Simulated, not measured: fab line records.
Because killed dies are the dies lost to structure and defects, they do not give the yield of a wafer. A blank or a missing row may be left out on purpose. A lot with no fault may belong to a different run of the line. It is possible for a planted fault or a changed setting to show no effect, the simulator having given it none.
A struck lot beside a sound one -- flow sfqLine -- 20 out of 325 route steps
Sound: the wafers L493.1, L493.2, L493.6. Struck: wafers L502.3, L502.6. (L502.4 of the same lot was not struck and is left out.) The cause comes at the end.
Per side, at each step with rows, come the tool, then ch with its chambers, and then its first start. Under that, the readings that differ: sound wafers -- struck wafers -- difference of the means -- sigmas: that difference in standard deviations of wafers without a fault.
alike: same words and numbers on both sides, and readings whose means sit less than 2 such deviations apart. not compared: any withheld reading, any reading some wafer has no value for, any bound like >300 that may hide the same value, and any number with overlapping values for which the record gives no deviation.
A row with sigmas, a row that says differs or no value, or rows on one side alone: a step with any of these is where the two part. Non-overlapping numbers with no deviation appear without sigmas and do not part them. Lack of a reading on every wafer of one side parts them only where that side has two or more wafers.

first, 2 steps without rows for these wafers: SFQ_TRILAYER_I3_VIA_LITHO_PEB_088 (peb time 60 s); SFQ_TRILAYER_I3_VIA_LITHO_DEVELOP_087 (time 60 s).
SFQ_I3_OVL_MEAS_923:
  struck on overlay-02, day 51 08:19; sound on overlay-01, day 50 16:41
  alike: I3_OVL
SFQ_TRILAYER_I3_VIA_BARC_OPEN_VIA_ETCH_121: etches BARC in O2, target depth 125 nm, time 41.7 s.
  sound on rieDiel-04 ch 2,3, day 50 16:44; struck on rieDiel-04 ch 0,2, day 51 08:20
  alike: drypumpMotorCurrentA, oesProductAu
  not compared: rfHoursCounterH
SFQ_TRILAYER_I3_VIA_ETCH_VIA_ETCH_088: etches SiO2 in CHF3, stops on Nb, target depth 260 nm.
  sound on rieDiel-04 ch 2,3, day 50 16:46; struck on rieDiel-04 ch 0,2, day 51 08:22
  alike: drypumpMotorCurrentA, oesProductAu
SFQ_TRILAYER_I3_VIA_STRIP_STRIP_089: strips in O2.
  sound on rieMetal-01 ch 0,1, day 50 16:53; struck on rieMetal-04 ch 0,1, day 51 08:41
  alike: drypumpMotorCurrentA, oesProductAu
  not compared: rfHoursCounterH
then, 3 steps without rows for these wafers: SFQ_TRILAYER_I3_VIA_STRIP_SOLV_CLEAN_090 (cleans in NMP, time 600 s); SFQ_TRILAYER_M4_DEP_PRE_CLEAN_092 (time 22.5 s); SFQ_TRILAYER_M4_DEP_SPUTTER_091 (material Nb, target thk 200 nm, time 133.3 s).
SFQ_M4_RS_MEAS_924: a four-point-probe measurement.
  struck on filmMetro-04, day 51 09:26; sound on filmMetro-03, day 50 17:47
  alike: M4_NB_RS
then, 1 step without rows for these wafers: SFQ_TRILAYER_M4_LITHO_COAT_098 (resist thk 62 nm).
SFQ_TRILAYER_M4_LITHO_COAT_093: resist thk 600 nm.
  sound on lithoTrack-02 ch 0, day 50 18:16; struck on lithoTrack-02 ch 0, day 51 09:58
reading,sound,struck,difference,sigmas
model.KrF_of_TRILAYER_M4_LITHO_COAT_093.thkNm (nm),600.3 597.4 598.1,642.9 644.3,+45.0,
  alike: dispensePressureKPa
then, 4 steps without rows for these wafers: SFQ_TRILAYER_M4_LITHO_SOFTBAKE_097; SFQ_TRILAYER_M4_LITHO_EXPOSE_094 (exposes mask M4, target cd 500 nm); SFQ_TRILAYER_M4_LITHO_PEB_096 (peb time 60 s); SFQ_TRILAYER_M4_LITHO_DEVELOP_095 (time 60 s).
-- the record jumps here: 5 days lie between the struck wafers' starts before and after --
SFQ_M4_OVL_MEAS_926:
  struck on overlay-01, day 56 05:13; sound on overlay-01, day 55 10:00
  alike: M4_OVL
SFQ_TRILAYER_M4_BARC_OPEN_METAL_ETCH_123: etches BARC in O2, target depth 125 nm, time 41.7 s.
  sound on rieMetal-03 ch 0, day 55 10:02; struck on rieMetal-02 ch 0,1, day 56 05:16
  alike: drypumpMotorCurrentA, oesProductAu
  not compared: rfHoursCounterH
SFQ_TRILAYER_M4_ETCH_METAL_ETCH_096: etches Nb in Cl2/Ar, stops on SiO2, target depth 240 nm, time 120 s.
  sound on rieMetal-03 ch 0, day 55 10:10; struck on rieMetal-02 ch 0,1, day 56 05:20
reading,sound,struck,difference,sigmas
model.KrF_of_TRILAYER_M4_LITHO_COAT_093.thkNm (nm),380 377.3 379.3,422.4 424.9,+44.8,
  alike: drypumpMotorCurrentA, oesProductAu
  not compared: rfHoursCounterH
SFQ_TRILAYER_M4_STRIP_STRIP_097: strips in O2.
  sound on rieMetal-03 ch 0, day 55 10:25; struck on rieMetal-02 ch 0,1, day 56 05:38
  alike: drypumpMotorCurrentA, oesProductAu
  not compared: rfHoursCounterH

WHERE THEY PART
Nowhere in this record.

WHY: whatever the simulator had introduced
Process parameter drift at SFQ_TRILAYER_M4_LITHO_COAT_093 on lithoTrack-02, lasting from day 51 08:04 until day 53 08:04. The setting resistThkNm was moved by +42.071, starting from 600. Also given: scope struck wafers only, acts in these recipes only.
